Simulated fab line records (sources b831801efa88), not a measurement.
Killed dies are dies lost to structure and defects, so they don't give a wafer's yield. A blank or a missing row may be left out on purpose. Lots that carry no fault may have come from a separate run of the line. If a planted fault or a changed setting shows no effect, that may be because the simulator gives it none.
fab line records	flow gf180mcu
[record] lots = 24	wafers = 72	lastDay = 34
route steps=602 shown CONTACT@313 M2@365 V2@403 TOP_METAL@569
lots untouched by any fault: they come from a run of this same line in which no faults occurred
startH: hours from the record's first day to the start of the lot's first wafer shown	waitH: time in hours since the lot's previous step	" the same as in the row above	L1.1+2: a row that stands for several wafers	- either no value or no given start	* or withheld: withheld	< > ~ a bound
route shown NAME@n: NAME is a module with steps in the file, n the number in the route of the first one	usual: average and standard deviation across the fault-free wafers	same: alike in all rows	chamber/n: place in a boat	sites: each site's reading	_std_site: how widely they spread, as a standard deviation	_edge_site: the outer-site mean with the inner-site mean subtracted	radiusMm: for every site, how far away it sits from the centre of the wafer	mask NAME#n: copy n	behind: the last tool/chamber to shape the wafer	hold: the reason the lot was held/the length of the hold in hours/how it ended	device: the transistor (n, p or np) that didn't switch	end of line: tests run on the same wafers once the route is complete	where a step has no rows: the recipe by itself	killed: count of dies lost to structure and defects at first sort (not the wafer's yield)	map: per-die view of a wafer (x killed, . not killed, _ where there is no die)
set.NAME: the setting as run; set.NAME@STEP: as run at that earlier step	model.NAME: the simulator's own value behind a step, which no gauge read
route steps across a sampled set of lots; one table per step, one row per wafer
services: the hour from which a tool's chamber was out of use, counted from the record's first day as startH (under 0 if before that day), plus the number of hours and why
[[steps]]
[step GF_CONTACT_THK_MEAS_26]
[recipe] thkMeasGauge = xrf	reads = W_of_CONTACT_CVD_24
[usual] CONTACT_W_THK = 299/4.7
lot.wafer	tool	chamber	startH	waitH	CONTACT_W_THK[nm]
L074.2	filmMetro-02	-	363.33	0.1	294
L074.3	"	-	"	"	296
L074.5	"	-	"	"	292
L075.2	filmMetro-03	-	367.88	0.1	291
L075.3	"	-	"	"	288
L075.6	"	-	"	"	294
L076.1	filmMetro-04	-	381.74	0.1	299
L076.4	"	-	"	"	297
L076.6	"	-	"	"	298
L077.1	filmMetro-02	-	387.58	0.1	300
L077.2	"	-	"	"	299
L077.6	"	-	"	"	297
L078.2	filmMetro-03	-	393.72	0.1	295
L078.3	"	-	"	"	294
L078.6	"	-	"	"	295
L079.4	filmMetro-02	-	408.85	0.1	301
L079.5	"	-	"	"	289
L079.6	"	-	"	"	296
L080.4	filmMetro-02	-	412.10	0.1	296
L080.5	"	-	"	"	301
L080.6	"	-	"	"	296
L081.2	filmMetro-04	-	423.78	0.1	300
L081.4	"	-	"	"	298
L081.6	"	-	"	"	303
L082.1	filmMetro-04	-	433.18	0.1	296
L082.2	"	-	"	"	299
L082.6	"	-	"	"	301
L083.1	filmMetro-04	-	448.12	0.1	305
L083.4	"	-	"	"	303
L083.5	"	-	"	"	299
L084.4	filmMetro-02	-	455.78	0.1	300
L084.5	"	-	"	"	301
L084.6	"	-	"	"	303
L085.1	filmMetro-03	-	464.62	0.1	297
L085.4	"	-	"	"	297
L085.5	"	-	"	"	298
L086.1	filmMetro-02	-	473.04	0.1	299
L086.5	"	-	"	"	298
L086.6	"	-	"	"	300
L087.1	filmMetro-03	-	480.47	0.1	292
L087.3	"	-	"	"	294
L087.5	"	-	"	"	292
L088.2	filmMetro-04	-	492.08	0.1	304
L088.4	"	-	"	"	304
L088.5	"	-	"	"	306
L089.4	filmMetro-03	-	493.68	0.1	306
L089.5	"	-	"	"	305
L089.6	"	-	"	"	308
L090.3	filmMetro-02	-	505.38	0.1	299
L090.5	"	-	"	"	302
L090.6	"	-	"	"	295
L091.1	filmMetro-04	-	517.31	0.1	301
L091.4	"	-	"	"	302
L091.5	"	-	"	"	301
L092.4	filmMetro-03	-	522.75	0.1	305
L092.5	"	-	"	"	307
L092.6	"	-	"	"	303
L093.1	filmMetro-03	-	526.62	0.1	303
L093.3	"	-	"	"	304
L093.4	"	-	"	"	305
L094.3	filmMetro-02	-	539.27	0.1	299
L094.4	"	-	"	"	300
L094.5	"	-	"	"	301
L095.1	filmMetro-04	-	543.34	0.1	304
L095.5	"	-	"	"	307
L095.6	"	-	"	"	297
L096.4	filmMetro-04	-	549.70	0.1	301
L096.5	"	-	"	"	307
L096.6	"	-	"	"	306
L097.2	filmMetro-02	-	561.95	0.1	296
L097.4	"	-	"	"	300
L097.5	"	-	"	"	296
[step GF_CONTACT_CMP_27]
[recipe] stopOn = SiO2	downForcePsi = 3.5	platenRpm = 60	tOverpolishS = 15	targetThkNm = 0	padVelocityMS = 0.94248
[usual] headPressurePsi = 3.498/0.0077	motorCurrentA = 11.2/0.77	overpolishRunS = 15.000/0.0087	timeToEndpointS = 73/3.2
lot.wafer	tool	chamber	startH	waitH	headPressurePsi	motorCurrentA	overpolishRunS	timeToEndpointS
L074.3	cmp-02	2	363.43	0.1	3.499	10.0	15.009	73
L074.2	"	0	"	"	3.484	12.6	14.997	72
L074.5	"	1	"	"	3.493	11.5	14.998	70
L075.3	cmp-02	3	367.98	0.1	3.502	10.8	14.995	74
L075.2	"	0	"	"	3.490	12.3	14.992	72
L075.6	"	3	"	"	3.503	11.2	15.010	72
L076.4	cmp-02	2	381.80	0.0	3.512	9.9	15.000	74
L076.1	"	0	"	"	3.492	12.7	15.009	75
L076.6	"	3	"	"	3.497	11.0	14.994	70
L077.2	cmp-02	0	387.69	0.1	3.484	12.6	15.002	75
L077.1	"	1	"	"	3.503	12.1	14.998	78
L077.6	"	3	"	"	3.484	10.8	14.987	75
L078.3	cmp-02	0	393.77	0.0	3.511	12.4	14.984	71
L078.2	"	3	"	"	3.506	10.6	14.998	74
L078.6	"	0	"	"	3.493	12.7	15.002	73
L079.4	cmp-01	1	409.03	0.2	3.500	11.2	15.010	74
L079.5	"	2	"	"	3.496	11.2	14.994	78
L079.6	"	3	"	"	3.489	11.5	14.996	75
L080.4	cmp-01	2	412.23	0.1	3.487	11.5	15.002	77
L080.5	"	0	"	"	3.506	10.9	15.009	70
L080.6	"	1	"	"	3.495	10.7	14.997	71
L081.2	cmp-02	3	423.93	0.1	3.504	11.2	14.982	74
L081.4	"	0	"	"	3.494	12.8	14.996	77
L081.6	"	1	"	"	3.493	11.7	14.998	76
L082.1	cmp-01	3	433.24	0.1	3.497	11.8	15.012	70
L082.2	"	2	"	"	3.501	11.2	14.997	77
L082.6	"	0	"	"	3.510	10.9	15.001	71
L083.4	cmp-02	3	448.23	0.1	3.499	11.0	14.998	78
L083.1	"	0	"	"	3.498	12.5	14.996	78
L083.5	"	2	"	"	3.510	10.2	14.998	77
L084.4	cmp-01	0	455.96	0.2	3.502	11.2	15.010	69
L084.5	"	1	"	"	3.495	10.6	14.995	69
L084.6	"	2	"	"	3.508	10.9	15.007	77
L085.1	cmp-01	3	464.73	0.1	3.488	12.1	14.997	72
L085.4	"	0	"	"	3.507	10.9	15.003	73
L085.5	"	3	"	"	3.504	12.4	14.994	71
L086.1	cmp-01	2	473.20	0.1	3.506	11.4	14.992	71
L086.6	"	0	"	"	3.496	11.1	14.991	70
L086.5	"	1	"	"	3.493	10.4	15.017	68
L087.1	cmp-02	2	480.58	0.1	3.498	10.2	15.003	74
L087.3	"	3	"	"	3.505	10.9	15.003	72
L087.5	"	1	"	"	3.482	11.7	15.003	72
L088.2	cmp-02	1	492.18	0.1	3.495	11.5	14.989	77
L088.4	"	3	"	"	3.494	10.8	15.008	79
L088.5	"	1	"	"	3.502	11.6	14.998	78
L089.4	cmp-01	1	493.89	0.2	3.494	10.8	15.008	73
L089.6	"	2	"	"	3.496	11.0	15.001	78
L089.5	"	3	"	"	3.494	11.7	14.993	72
L090.3	cmp-02	3	505.47	0.1	3.500	10.9	14.996	75
L090.6	"	2	"	"	3.492	10.3	15.009	78
L090.5	"	3	"	"	3.498	10.9	14.995	76
L091.1	cmp-01	0	517.68	0.4	3.495	11.2	14.987	72
L091.4	"	2	"	"	3.490	11.0	14.998	75
L091.5	"	1	"	"	3.490	10.2	14.997	71
L092.4	cmp-01	1	522.78	0.0	3.504	10.1	15.013	68
L092.6	"	1	"	"	3.495	10.8	15.007	70
L092.5	"	2	"	"	3.506	11.4	15.009	74
L093.4	cmp-01	1	526.68	0.0	3.489	10.4	15.002	69
L093.3	"	3	"	"	3.492	12.0	15.004	71
L093.1	"	0	"	"	3.494	11.6	15.009	69
L094.3	cmp-02	2	539.31	0.0	3.483	10.4	15.000	74
L094.4	"	3	"	"	3.499	11.4	14.998	72
L094.5	"	2	"	"	3.494	10.1	14.999	72
L095.1	cmp-01	2	543.55	0.2	3.500	10.8	14.988	78
L095.6	"	3	"	"	3.489	11.5	15.005	69
L095.5	"	0	"	"	3.500	10.9	15.000	74
L096.4	cmp-02	1	549.78	0.1	3.496	11.7	15.008	74
L096.6	"	0	"	"	3.511	12.4	15.003	75
L096.5	"	1	"	"	3.491	11.5	14.997	74
L097.4	cmp-02	1	562.10	0.1	3.490	11.3	14.990	70
L097.2	"	2	"	"	3.506	10.0	14.999	72
L097.5	"	3	"	"	3.497	10.9	15.005	70
[step GF_M2_SPUTTER_03]
[recipe] material = Ti	targetThkNm = 10	substrateTempC = 300	chamberPressurePa = 0.3	powerW = 3000	timeS = 6.7
[usual] throttleValvePct = 30.5/1.1
[same] timeS = 6.7
lot.wafer	tool	chamber	startH	waitH	throttleValvePct
L074.2	pvdSputter-04	-	412.44	0.0	29.8
L074.3	"	-	"	"	29.6
L074.5	"	-	"	"	29.7
L075.2	pvdSputter-03	-	417.60	0.0	31.9
L075.3	"	-	"	"	29.7
L075.6	"	-	"	"	32.3
L076.1	pvdSputter-04	-	432.60	0.0	31.0
L076.4	"	-	"	"	29.7
L076.6	"	-	"	"	31.2
L077.1	pvdSputter-02	-	439.14	0.0	28.9
L077.2	"	-	"	"	29.4
L077.6	"	-	"	"	29.3
L078.2	pvdSputter-03	-	445.33	0.0	29.7
L078.3	"	-	"	"	32.1
L078.6	"	-	"	"	30.8
L079.4	pvdSputter-04	-	460.59	0.0	29.6
L079.5	"	-	"	"	29.7
L079.6	"	-	"	"	31.0
L080.4	pvdSputter-03	-	464.07	0.0	29.8
L080.5	"	-	"	"	32.1
L080.6	"	-	"	"	32.2
L081.2	pvdSputter-02	-	475.24	0.0	29.0
L081.4	"	-	"	"	31.6
L081.6	"	-	"	"	31.3
L082.1	pvdSputter-02	-	485.82	0.0	31.5
L082.2	"	-	"	"	31.4
L082.6	"	-	"	"	31.2
L083.1	pvdSputter-03	-	499.65	0.0	31.3
L083.4	"	-	"	"	31.8
L083.5	"	-	"	"	30.9
L084.4	pvdSputter-03	-	505.19	0.0	31.9
L084.5	"	-	"	"	29.6
L084.6	"	-	"	"	30.9
L085.1	pvdSputter-02	-	518.30	0.0	31.3
L085.4	"	-	"	"	31.1
L085.5	"	-	"	"	28.8
L086.1	pvdSputter-04	-	524.30	0.0	29.8
L086.5	"	-	"	"	29.8
L086.6	"	-	"	"	31.1
L087.1	pvdSputter-02	-	528.74	0.0	29.2
L087.3	"	-	"	"	31.3
L087.5	"	-	"	"	31.5
L088.2	pvdSputter-03	-	541.37	0.0	31.9
L088.4	"	-	"	"	31.2
L088.5	"	-	"	"	31.0
L089.4	pvdSputter-02	-	544.52	0.0	29.5
L089.5	"	-	"	"	29.0
L089.6	"	-	"	"	31.5
L090.3	pvdSputter-02	-	553.51	0.0	31.9
L090.5	"	-	"	"	31.6
L090.6	"	-	"	"	29.3
L091.1	pvdSputter-02	-	566.25	0.0	29.1
L091.4	"	-	"	"	31.7
L091.5	"	-	"	"	31.8
L092.4	pvdSputter-02	-	571.02	0.0	29.1
L092.5	"	-	"	"	31.8
L092.6	"	-	"	"	29.2
L093.1	pvdSputter-02	-	575.02	0.0	29.2
L093.3	"	-	"	"	29.1
L093.4	"	-	"	"	31.6
L094.3	pvdSputter-04	-	587.17	0.0	30.8
L094.4	"	-	"	"	29.8
L094.5	"	-	"	"	29.8
L095.1	pvdSputter-04	-	591.46	0.0	29.6
L095.5	"	-	"	"	29.4
L095.6	"	-	"	"	29.7
L096.4	pvdSputter-02	-	597.31	0.0	28.9
L096.5	"	-	"	"	29.0
L096.6	"	-	"	"	31.4
L097.2	pvdSputter-03	-	607.13	0.0	32.1
L097.4	"	-	"	"	30.8
L097.5	"	-	"	"	29.3
[step GF_M2_METAL_ETCH_16]
[recipe] chemistry = Cl2/BCl3	maskMaterial = KrF	targetDepthNm = 750.8	stopOn = SiO2	pressureMtorr = 8	icpW = 800	biasW = 140	Cl2_flow_sccm = 80	bcl3FlowSccm = 40	timeS = 125.1
[usual] drypumpMotorCurrentA = 5.6/0.31	oesProductAu = 0.992/0.0048	throttleValvePct = 28.226/0.0089
[same] timeS = 125.1
lot.wafer	tool	chamber	startH	waitH	drypumpMotorCurrentA	oesProductAu	rfHoursCounterH	throttleValvePct
L074.2	rieMetal-04	0	436.40	0.0	5.4	0.989	8	28.214
L074.3	"	1	"	"	6.1	0.991	-	28.219
L074.5	"	0	"	"	5.4	1.005	-	28.227
L075.2	rieMetal-02	1	441.71	0.1	5.6	0.994	-	28.230
L075.3	"	1	"	"	5.6	0.997	-	28.216
L075.6	"	1	"	"	5.6	0.981	-	28.234
L076.1	rieMetal-04	0	457.22	0.0	5.5	0.990	9	28.232
L076.4	"	0	"	"	5.4	0.994	-	28.223
L076.6	"	0	"	"	5.4	0.994	-	28.211
L077.1	rieMetal-04	1	463.63	0.0	6.1	0.994	7	28.225
L077.2	"	0	"	"	5.4	0.998	9	28.225
L077.6	"	1	"	"	6.1	0.999	-	28.214
L078.2	rieMetal-04	0	469.86	0.0	5.4	0.991	9	28.226
L078.3	"	1	"	"	6.1	0.994	-	28.218
L078.6	"	1	"	"	6.1	0.997	-	28.216
L079.4	rieMetal-04	1	484.61	0.1	6.1	0.991	-	28.220
L079.5	"	0	"	"	5.4	0.992	-	28.229
L079.6	"	1	"	"	6.1	0.999	-	28.214
L080.4	rieMetal-01	1	491.89	0.1	5.5	0.992	-	28.235
L080.5	"	1	"	"	5.5	0.991	-	28.242
L080.6	"	1	"	"	5.5	1.000	-	28.237
L081.2	rieMetal-04	0	498.32	0.0	5.4	0.990	9	28.244
L081.4	"	0	"	"	5.4	0.995	-	28.222
L081.6	"	0	"	"	5.4	0.996	-	28.221
L082.1	rieMetal-04	0	509.58	0.0	5.4	0.994	10	28.225
L082.2	"	1	"	"	6.1	0.987	8	28.220
L082.6	"	0	"	"	5.4	0.992	-	28.219
L083.1	rieMetal-04	1	523.82	0.0	6.1	0.990	8	28.216
L083.4	"	0	"	"	5.4	0.994	-	28.229
L083.5	"	1	"	"	6.1	0.992	-	28.224
L084.4	rieMetal-01	0	527.82	0.1	6.0	0.997	-	28.237
L084.5	"	1	"	"	5.5	0.994	-	28.222
L084.6	"	0	"	"	5.9	0.995	-	28.231
L085.1	rieMetal-02	0	541.63	0.0	5.2	0.994	9	28.217
L085.4	"	0	"	"	5.3	0.980	-	28.217
L085.5	"	0	"	"	5.3	0.994	-	28.219
L086.1	rieMetal-02	0	547.72	0.0	5.2	0.994	10	28.219
L086.5	"	0	"	"	5.2	0.997	-	28.229
L086.6	"	0	"	"	5.2	0.990	-	28.227
L087.1	rieMetal-02	0	551.22	0.0	5.3	0.991	10	28.217
L087.3	"	1	"	"	5.6	0.995	-	28.207
L087.5	"	0	"	"	5.2	0.986	-	28.240
L088.2	rieMetal-04	0	563.92	0.0	5.4	0.989	11	28.236
L088.4	"	0	"	"	5.4	0.998	-	28.225
L088.5	"	1	"	"	6.1	0.992	-	28.245
L089.4	rieMetal-04	1	567.26	0.1	6.1	0.993	-	28.237
L089.5	"	0	"	"	5.4	0.987	-	28.227
L089.6	"	1	"	"	6.1	0.994	-	28.227
L090.3	rieMetal-02	0	575.37	0.1	5.2	0.988	-	28.229
L090.5	"	1	"	"	5.6	0.993	-	28.241
L090.6	"	0	"	"	5.3	0.991	-	28.228
L091.1	rieMetal-01	0	588.10	0.0	5.9	0.986	3	28.211
L091.4	"	1	"	"	5.5	1.003	-	28.232
L091.5	"	1	"	"	5.5	0.985	-	28.236
L092.4	rieMetal-02	1	592.80	0.1	5.6	0.996	-	28.222
L092.5	"	1	"	"	5.6	1.000	-	28.218
L092.6	"	0	"	"	5.2	0.998	-	28.217
L093.1	rieMetal-01	0	596.42	0.0	6.0	0.994	3	28.219
L093.3	"	0	"	"	5.9	0.995	-	28.226
L093.4	"	1	"	"	5.5	0.985	-	28.212
L094.3	rieMetal-01	0	607.86	0.1	5.9	0.983	-	28.239
L094.4	"	1	"	"	5.5	0.989	-	28.232
L094.5	"	0	"	"	5.9	0.987	-	28.230
L095.1	rieMetal-02	1	612.83	0.0	5.6	0.998	2	28.241
L095.5	"	0	"	"	5.3	0.988	-	28.231
L095.6	"	1	"	"	5.6	0.988	-	28.225
L096.4	rieMetal-01	0	618.11	0.1	5.9	0.994	-	28.229
L096.5	"	0	"	"	6.0	0.997	-	28.229
L096.6	"	1	"	"	5.5	0.991	-	28.219
L097.2	rieMetal-02	1	627.32	0.0	5.6	0.998	2	28.224
L097.4	"	0	"	"	5.2	0.995	-	28.235
L097.5	"	1	"	"	5.6	0.999	-	28.227
[step GF_V2_SPUTTER_21]
[recipe] material = Ti	targetThkNm = 15	chamberPressurePa = 5	powerW = 2500	substrateTempC = 200	timeS = 80.02
[usual] throttleValvePct = 30.8/1.2
[same] timeS = 80.02
lot.wafer	tool	chamber	startH	waitH	throttleValvePct
L074.2	pvdSputter-02	-	462.74	0.0	29.1
L074.3	"	-	"	"	31.4
L074.5	"	-	"	"	31.3
L075.2	pvdSputter-03	-	469.75	0.0	32.4
L075.3	"	-	"	"	29.8
L075.6	"	-	"	"	31.7
L076.1	pvdSputter-03	-	483.95	0.0	32.0
L076.4	"	-	"	"	31.2
L076.6	"	-	"	"	32.0
L077.1	pvdSputter-03	-	492.57	0.0	31.2
L077.2	"	-	"	"	32.3
L077.6	"	-	"	"	30.9
L078.2	pvdSputter-03	-	496.25	0.0	29.7
L078.3	"	-	"	"	31.9
L078.6	"	-	"	"	32.4
L079.4	pvdSputter-01	-	510.44	0.0	30.5
L079.5	"	-	"	"	30.5
L079.6	"	-	"	"	31.3
L080.4	pvdSputter-01	-	516.64	0.0	30.2
L080.5	"	-	"	"	28.7
L080.6	"	-	"	"	30.2
L081.2	pvdSputter-01	-	524.53	0.0	30.7
L081.4	"	-	"	"	30.3
L081.6	"	-	"	"	30.5
L082.1	pvdSputter-02	-	534.63	0.0	29.0
L082.2	"	-	"	"	28.9
L082.6	"	-	"	"	29.1
L083.1	pvdSputter-01	-	548.78	0.0	28.6
L083.4	"	-	"	"	31.4
L083.5	"	-	"	"	28.6
L084.4	pvdSputter-03	-	553.08	0.0	31.1
L084.5	"	-	"	"	32.3
L084.6	"	-	"	"	29.6
L085.1	pvdSputter-03	-	566.12	0.0	30.8
L085.4	"	-	"	"	32.0
L085.5	"	-	"	"	32.4
L086.1	pvdSputter-01	-	571.70	0.0	31.2
L086.5	"	-	"	"	28.4
L086.6	"	-	"	"	31.1
L087.1	pvdSputter-01	-	575.08	0.0	31.1
L087.3	"	-	"	"	30.4
L087.5	"	-	"	"	28.3
L088.2	pvdSputter-02	-	587.63	0.0	31.5
L088.4	"	-	"	"	28.8
L088.5	"	-	"	"	31.9
L089.4	pvdSputter-03	-	590.94	0.0	29.7
L089.5	"	-	"	"	32.0
L089.6	"	-	"	"	32.1
L090.3	pvdSputter-03	-	598.41	0.0	30.6
L090.5	"	-	"	"	32.4
L090.6	"	-	"	"	32.0
L091.1	pvdSputter-03	-	611.61	0.0	29.9
L091.4	"	-	"	"	31.2
L091.5	"	-	"	"	32.1
L092.4	pvdSputter-01	-	615.67	0.0	31.2
L092.5	"	-	"	"	30.3
L092.6	"	-	"	"	28.3
L093.1	pvdSputter-03	-	619.53	0.0	30.8
L093.3	"	-	"	"	32.2
L093.4	"	-	"	"	32.1
L094.3	pvdSputter-03	-	629.70	0.0	32.2
L094.4	"	-	"	"	29.6
L094.5	"	-	"	"	32.2
L095.1	pvdSputter-01	-	634.46	0.0	31.3
L095.5	"	-	"	"	31.4
L095.6	"	-	"	"	28.6
L096.4	pvdSputter-03	-	640.15	0.0	32.2
L096.5	"	-	"	"	32.1
L096.6	"	-	"	"	29.7
L097.2	pvdSputter-03	-	649.33	0.0	32.1
L097.4	"	-	"	"	29.8
L097.5	"	-	"	"	32.2
[step GF_TOP_METAL_SPUTTER_02]
[recipe] material = AlCu	targetThkNm = 900	powerW = 10600	chamberPressurePa = 0.3	substrateTempC = 250	gas = Ar	timeS = 47.82
[usual] throttleValvePct = 30.5/1.1
[same] timeS = 47.82
lot.wafer	tool	chamber	startH	waitH	throttleValvePct
L074.2	pvdSputter-04	-	630.08	0.0	29.5
L074.3	"	-	"	"	29.6
L074.5	"	-	"	"	30.0
L075.2	pvdSputter-04	-	635.85	0.0	30.9
L075.3	"	-	"	"	29.8
L075.6	"	-	"	"	29.8
L076.1	pvdSputter-04	-	646.24	0.0	29.5
L076.4	"	-	"	"	31.1
L076.6	"	-	"	"	30.9
L077.1	pvdSputter-02	-	655.78	0.0	29.1
L077.2	"	-	"	"	31.5
L077.6	"	-	"	"	29.1
L078.2	pvdSputter-03	-	657.58	0.0	32.2
L078.3	"	-	"	"	29.7
L078.6	"	-	"	"	31.2
L079.4	pvdSputter-02	-	669.72	0.0	28.8
L079.5	"	-	"	"	31.6
L079.6	"	-	"	"	29.1
L080.4	pvdSputter-04	-	676.04	0.0	29.6
L080.5	"	-	"	"	29.9
L080.6	"	-	"	"	29.6
L081.2	pvdSputter-04	-	681.60	0.0	29.7
L081.4	"	-	"	"	30.9
L081.6	"	-	"	"	29.9
L082.1	pvdSputter-03	-	689.94	0.0	31.2
L082.2	"	-	"	"	32.1
L082.6	"	-	"	"	32.2
L083.1	pvdSputter-02	-	700.91	0.0	31.5
L083.4	"	-	"	"	29.0
L083.5	"	-	"	"	31.3
L084.4	pvdSputter-04	-	703.76	0.0	29.8
L084.5	"	-	"	"	29.4
L084.6	"	-	"	"	29.8
L085.1	pvdSputter-04	-	717.74	0.0	29.6
L085.4	"	-	"	"	30.9
L085.5	"	-	"	"	29.9
L086.1	pvdSputter-03	-	720.90	0.0	29.8
L086.5	"	-	"	"	31.8
L086.6	"	-	"	"	31.1
L087.1	pvdSputter-03	-	723.34	0.0	32.3
L087.3	"	-	"	"	31.2
L087.5	"	-	"	"	29.4
L088.2	pvdSputter-03	-	731.63	0.0	32.0
L088.4	"	-	"	"	30.8
L088.5	"	-	"	"	32.4
L089.4	pvdSputter-02	-	736.03	0.0	31.3
L089.5	"	-	"	"	31.8
L089.6	"	-	"	"	28.9
L090.3	pvdSputter-04	-	742.34	0.0	29.9
L090.5	"	-	"	"	30.9
L090.6	"	-	"	"	29.5
L091.1	pvdSputter-03	-	751.94	0.0	32.2
L091.4	"	-	"	"	32.1
L091.5	"	-	"	"	32.2
L092.4	pvdSputter-03	-	755.39	0.0	32.2
L092.5	"	-	"	"	29.7
L092.6	"	-	"	"	30.8
L093.1	pvdSputter-04	-	759.51	0.0	29.6
L093.3	"	-	"	"	29.7
L093.4	"	-	"	"	29.8
L094.3	pvdSputter-02	-	767.28	0.0	31.9
L094.4	"	-	"	"	28.8
L094.5	"	-	"	"	28.9
L095.1	pvdSputter-03	-	771.38	0.0	32.3
L095.5	"	-	"	"	32.1
L095.6	"	-	"	"	31.9
L096.4	pvdSputter-02	-	776.21	0.0	29.2
L096.5	"	-	"	"	31.4
L096.6	"	-	"	"	29.3
L097.2	pvdSputter-04	-	783.12	0.0	29.4
L097.4	"	-	"	"	29.9
L097.5	"	-	"	"	29.5
[[services]]
tool	chamber	startH	hours	kind
cmp-01	-	388.70	5.1	pm
cmp-02	-	404.00	4.0	pm
cmp-01	-	425.99	1.7	repair
cmp-02	-	441.19	3.7	pm
cmp-01	-	445.52	0.5	repair
cmp-01	-	466.60	1.4	repair
cmp-02	-	478.65	1.6	repair
pvdSputter-03	-	509.20	5.1	repair
cmp-01	-	552.94	0.5	repair
pvdSputter-02	-	554.69	2.7	repair
pvdSputter-04	-	570.83	2.8	repair
pvdSputter-03	-	571.03	2.8	repair
cmp-01	-	572.00	4.0	pm
cmp-02	-	597.69	1.0	repair
pvdSputter-02	-	614.18	1.8	repair
pvdSputter-04	-	649.63	2.0	repair
cmp-02	-	653.63	4.4	repair
cmp-02	-	655.81	2.4	repair
cmp-01	-	663.43	9.1	pm
pvdSputter-03	-	700.43	6.0	repair
pvdSputter-03	-	738.33	6.6	repair
cmp-02	-	744.00	4.0	pm
pvdSputter-03	-	752.44	1.5	repair
pvdSputter-04	-	778.99	3.9	repair
[[key]]
fault none
